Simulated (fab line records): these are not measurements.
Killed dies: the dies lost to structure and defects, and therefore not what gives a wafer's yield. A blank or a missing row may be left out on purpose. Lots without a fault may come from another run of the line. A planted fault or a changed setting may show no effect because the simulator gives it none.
Matching of chambers -- flow gf180mcu -- GF_V1_CMP_04 on cmp-02 has 4 sister chambers
The step polishes SiO2. 14 wafers are shown with their chamber, then 7 later ones without.

== EACH WAFER AND ITS CHAMBER ==
wafer,chamber,motorCurrentA (A),headPressurePsi (psi),timeToEndpointS (s)
L393.1,0,13.8,3.996,82
L393.2,1,11.4,3.995,74
L393.3,2,12.3,4.012,80
L394.1,0,13.2,4.004,78
L394.5,2,11.8,4.001,76
L394.6,1,11.0,4.003,74
L395.1,2,12.5,4.006,80
L395.2,1,11.6,3.987,80
L395.5,2,11.9,4.000,80
L400.3,3,10.3,4.001,78
L400.5,0,14.1,3.988,78
L400.6,3,10.4,4.001,80
L406.3,2,12.2,3.998,76
L406.5,0,13.0,3.965,83

SIGNATURES, as means of the wafers listed above
reading,chamber 0,chamber 1,chamber 2,chamber 3,scatter within a chamber
motorCurrentA,13.525,11.333,12.140,10.350,0.362
headPressurePsi,3.98825,3.99500,4.00340,4.00100,0.0105
timeToEndpointS,80.25,76.00,78.40,79.00,2.57
Rule: a wafer's distance from a chamber is the root of the sum, over the readings, of the square of ((its reading less the chamber's mean) divided by the reading's scatter). The wafer belongs to the nearest chamber; if the next one is less than 2 further off, it can't be placed. The scatter is the square root of a quotient: the sum, over the shown wafers, of each reading's squared deviation from its chamber's mean, divided by wafers minus chambers.

== WAFERS WITHOUT THEIR CHAMBER ==
wafer,motorCurrentA (A),headPressurePsi (psi),timeToEndpointS (s)
L406.6,10.8,3.986,82
L407.2,11.7,4.002,80
L407.4,11.2,4.015,85
L407.6,13.5,4.005,83
L409.1,13.5,3.986,84
L409.3,9.9,4.008,82
L409.5,13.1,3.996,84

== WHICH CHAMBER EACH ONE RAN IN ==
wafer,from the rows above,in truth
L406.6,can't be placed: 3 or 1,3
L407.2,can't be placed: 2 or 1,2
L407.4,can't be placed: 3 or 2 or 1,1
L407.6,0,0
L409.1,0,0
L409.3,3,3
L409.5,can't be placed: 0 or 2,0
Correct placement for 3 of the 7. Cannot be placed on the basis of these rows: 4; the candidates contain the true chamber in 4. 0 placed wrongly.
